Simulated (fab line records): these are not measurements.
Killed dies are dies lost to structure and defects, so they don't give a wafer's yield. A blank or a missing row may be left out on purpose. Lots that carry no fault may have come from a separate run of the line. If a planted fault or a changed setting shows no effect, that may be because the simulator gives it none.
A lot that was struck, set against a sound lot + flow sky130 + 22 out of 708 route steps
Sound: wafers L252.2, L252.4, L252.5. Struck: wafer L243.3 (left out: L243.1, L243.6 of the same lot, which were not struck); the cause appears at the end.
For every step that has rows: the tool of each side, followed by ch and its chambers, followed by its first start. Under that, the readings that differ: sound wafers + struck wafers + difference of the means + sigmas: that difference in standard deviations of wafers without a fault.
alike: a reading whose means differ by less than 2 such deviations, as well as words and numbers matching on both sides. not compared: withheld readings; readings where some wafer has no value; bounds like >300 that might hide an equal value; numbers whose values overlap and for which the record gives no deviation.
The two part at a step that has a row with sigmas, a row that says differs or no value, or rows on one side only. When numbers do not overlap yet have no deviation, they are printed without sigmas and do not part them. Lack of a reading on every wafer of one side parts them only where that side has two or more wafers.

first, 2 steps without rows for these wafers: SKY_RES_PROTECT_DEVELOP_06 (develop time 60 s); SKY_POLY_GATE_IMPLANT_02.
SKY_RES_PROTECT_STRIP_07: strips in O2/N2.
  sound on plasma-asher-04 ch 0,1, day 20 19:16; struck on plasma-asher-04 ch 0, day 17 16:12
| reading               | sound             | struck | difference | sigmas |
|-----------------------|-------------------|--------|------------|--------|
| oes-product-au (a.u.) | 0.499 0.515 0.514 | 0.523  | +0.014     | +3     |
  alike: drypump-motor-current-A, strip-time-to-endpoint-s
  not compared: rf-hours-counter-h
SKY_RES_PROTECT_TW_MEAS_08:
  sound: film-metro-03 at day 20 19:22; struck: film-metro-01 at day 17 16:18
  alike: POLY_GATE_TW
then, 2 steps without rows for these wafers: SKY_RES_PROTECT_CLEAN_09 (cleans in SC1/SC2, time 150 s); SKY_POLY_GATE_CVD_03 (deposits Si3N4 from DCS/NH3, target thk 75 nm, time 1290 s).
SKY_POLY_GATE_THK_MEAS_04:
  sound: film-metro-01 at day 20 23:06; struck: film-metro-03 at day 17 19:08
  alike: POLY_GATE_CVD_03_THK
then, 5 steps without rows for these wafers: SKY_POLY_GATE_DEHYDRATE_05 (time 60 s); SKY_POLY_GATE_HMDS_06 (prime time 60 s); SKY_POLY_GATE_COAT_07 (resist thk 110 nm); SKY_POLY_GATE_COAT_08 (resist thk 450 nm); SKY_POLY_GATE_SOFTBAKE_09 (time 90 s).
SKY_POLY_GATE_EXPOSE_10: exposes mask P1M, target cd 150 nm.
  sound on krf-scanner-01 ch 0, day 21 14:32; struck on krf-scanner-02 ch 0, day 18 10:49
  alike: mask, focus-offset-nm, reticle-temp-C
then, 2 steps without rows for these wafers: SKY_POLY_GATE_PEB_11; SKY_POLY_GATE_DEVELOP_12 (develop time 60 s).
SKY_POLY_GATE_CD_MEAS_13 targets a cd of 150 nm.
  sound: cd-sem-02 at day 22 05:45; struck: cd-sem-01 at day 19 02:08
| reading    | sound             | struck | difference | sigmas |
|------------|-------------------|--------|------------|--------|
| cd-nm (nm) | 151.0 150.8 150.8 | 135.5  | -15.4      | -13    |
  not compared: hold
SKY_POLY_GATE_OVL_MEAS_14:
  sound: overlay-01 at day 22 05:52; struck: overlay-01 at day 19 06:15
| reading | sound | struck                   | difference                   | sigmas |
|---------|-------|--------------------------|------------------------------|--------|
| hold    | - - - | await-dispo/4.0h/release | no value on the sound wafers |        |
  alike: POLY_GATE_OVL
SKY_POLY_GATE_ETCH_15: etches BARC in N2/H2, stops on SiO2, time 118.5 s, target depth 110 nm.
  sound on rie-diel-01 ch 1,2,3, day 22 05:53; struck on rie-diel-03 ch 0, day 19 06:17
| reading                     | sound             | struck | difference | sigmas |
|-----------------------------|-------------------|--------|------------|--------|
| drypump-motor-current-A (A) | 5.9 5.7 5.4       | 6.4    | +0.7       | +2     |
| model.POLY_GATE.cd-nm (nm)  | 153.3 150.1 149.8 | 134.9  | -16.2      |        |
  alike: h2-flow-sccm, oes-product-au, throttle-valve-pct
  not compared: rf-hours-counter-h
SKY_POLY_GATE_ETCH_16: etches Si3N4 in CH3F/O2, stops on poly-Si, time 147.5 s, target depth 75 nm.
  sound on rie-diel-01 ch 1,2,3, day 22 05:58; struck on rie-diel-03 ch 0, day 19 06:22
| reading                     | sound             | struck | difference | sigmas |
|-----------------------------|-------------------|--------|------------|--------|
| drypump-motor-current-A (A) | 5.9 5.7 5.4       | 6.4    | +0.7       | +2     |
| oes-product-au (a.u.)       | 0.640 0.649 0.639 | 0.629  | -0.014     | -3     |
  alike: throttle-valve-pct
  not compared: rf-hours-counter-h
SKY_POLY_GATE_ETCH_17: etches poly-Si in HBr/Cl2, stops on SiO2, target depth 180 nm, time 70.5 s.
  sound on rie-si-02 ch 0,2, day 22 06:04; struck on rie-si-01 ch 1, day 19 06:28
| reading                    | sound             | struck | difference | sigmas |
|----------------------------|-------------------|--------|------------|--------|
| model.POLY_GATE.cd-nm (nm) | 154.6 150.6 150.1 | 136.7  | -15.1      |        |
  alike: drypump-motor-current-A, oes-product-au, throttle-valve-pct
  not compared: rf-hours-counter-h
SKY_POLY_GATE_STRIP_18: strips in O2/N2.
  sound on plasma-asher-02 ch 1, day 22 06:08; struck on plasma-asher-03 ch 0, day 19 06:31
| reading                      | sound             | struck | difference | sigmas |
|------------------------------|-------------------|--------|------------|--------|
| strip-time-to-endpoint-s (s) | 3.191 3.199 3.215 | 3.119  | -0.083     | -3     |
  alike: drypump-motor-current-A, oes-product-au
  not compared: rf-hours-counter-h
-- a jump in the record: the struck wafers' starts before and after are 29 days apart (it breaks off in module POLY_GATE and resumes in module PAD_OPEN, where the first step shown is number 708 of the route) --
SKY_PAD_OPEN_PROBE_99:
  sound: prober-02 at day 49 19:43; struck: prober-02 at day 47 18:38
| reading                                 | sound             | struck | difference | sigmas |
|-----------------------------------------|-------------------|--------|------------|--------|
| model.etest.pfet_01v8.r-on-ohm-um       | 2987 2961 2863    | 2706   | -231       |        |
| model.etest.res-poly.line-ohm-um        | 483.8 496.5 516.4 | 597.5  | +98.6      |        |
| model.etest.nfet_01v8.r-on-ohm-um       | 849.9 850 840.5   | 772.9  | -73.9      |        |
| model.etest.sonos-uncharged.r-on-ohm-um | 817.8 810.1 803.3 | 786.4  | -24.0      |        |
| model.etest.nfet_01v8_lvt.drive-ua-um   | 570.3 564.4 569   | 627.5  | +59.6      |        |
| model.etest.res-high-po.line-ohm-um     | 714.1 724.4 747.4 | 764.3  | +35.7      |        |
  alike: killed_at_M0_to_M3, killed_at_M4_up, killed-at-contacts, killed-at-front-end, killed-at-other, killed-dies, killed-open, killed-short
  not compared: model.etest.pfet-g5v0d10v5.r-on-ohm-um, model.etest.nfet-g5v0d10v5.r-on-ohm-um

WHERE THEY PART
Last at SKY_POLY_GATE_STRIP_18 as far as this record goes, first at SKY_RES_PROTECT_STRIP_07. Later steps at which nothing parts them and some readings are alike: SKY_PAD_OPEN_PROBE_99.

WHY: whatever the simulator had introduced
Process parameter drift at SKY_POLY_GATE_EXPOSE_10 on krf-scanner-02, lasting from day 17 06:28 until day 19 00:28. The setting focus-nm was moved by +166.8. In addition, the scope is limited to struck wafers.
